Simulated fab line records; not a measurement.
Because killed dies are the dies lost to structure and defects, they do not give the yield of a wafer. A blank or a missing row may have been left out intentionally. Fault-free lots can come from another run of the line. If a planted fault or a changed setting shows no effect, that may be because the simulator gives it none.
Code-filled problem report in 8D (eight disciplines) form | flow sky130 | the parts of the form that need people (team, actions taken, sign-off) are left out

1. THE ISSUE
At SKY_NWELL_IMPLANT_24, dose_ions_cm2 averages 1.099e+13 over 6 wafers from 2 lots, while fault-free wafers read 9.204e+12, standard deviation 9.9e+09. So: +99 or more standard deviations from the usual mean.
First seen on wafer L712.2, day 10 06:51, on implanter-04. The record holds 36 wafers of 12 lots with a number at this step. Rule for "out" (also "out of limits"): further than 4 standard deviations from the usual mean. All remaining wafers that have a number are taken as sound.

2. WHAT IT IS AND WHAT IT IS NOT
question                    | is                                | is not
which readings at this step | dose_ions_cm2, faraday_current_uA | end_station_pressure_torr
which lots                  | L712, L714                        | L696, L697, L699, L700, L701, L702, L704, L705, L709, L716
which wafers of those lots  | all that have a number            | -
read on which tools         | implanter-04                      | implanter-01, implanter-03
when                        | from day 10 06:51                 | up to then (27 sound wafers); but 3 sound wafers of L716 came after

3. THE SUSPECTS, EACH WITH WHAT RULES IT OUT
Counting: any tool at a process step up to the reading is kept as a suspect provided that every lot that is out went through it and no sound lot did after the first of them.
- implanter-04 at SKY_NWELL_IMPLANT_24: kept. It processed each lot that is out, first L712 at day 10 06:51, and no sound lot thereafter; up to then, the last sound lot it processed was L704 at day 8 01:25. Out on those wafers are its own readings of dose_ions_cm2, faraday_current_uA.
Left after counting: implanter-04 at SKY_NWELL_IMPLANT_24.

4. THE CAUSE (what the simulator had put in)
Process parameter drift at SKY_NWELL_IMPLANT_24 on implanter-04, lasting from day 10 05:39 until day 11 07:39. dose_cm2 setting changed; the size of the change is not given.
The count eliminated every tool but this one.

5. THE EFFECT CHAIN, in route order
Each row: a reading whose mean over the struck wafers that have a number lies more than 3 standard deviations from the usual. Only readings whose record carries a usual standard deviation are examined. hours: median over the lots of the time between each lot's start at the first step of this table that gives one and its start at this step. sigmas: the change, counted in usual standard deviations.
hours | step                 | reading            | usual     | on struck wafers | change     | sigmas
0     | SKY_NWELL_IMPLANT_24 | dose_ions_cm2      | 9.204e+12 | 1.099e+13        | +1.783e+12 | +99 or more
0     | SKY_NWELL_IMPLANT_24 | faraday_current_uA | 52.0      | 62.5             | +10.5      | +11
Its process steps:
- SKY_NWELL_IMPLANT_24
Later steps that measure or inspect, where all struck wafers having a row at the step show a number for every such reading and not one has moved that far: SKY_NWELL_TW_MEAS_26.

6. HOW IT WOULD HAVE BEEN CAUGHT EARLIER
In this record the first reading out of limits was taken at day 10 06:51, 1 hour after the fault began at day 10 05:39.
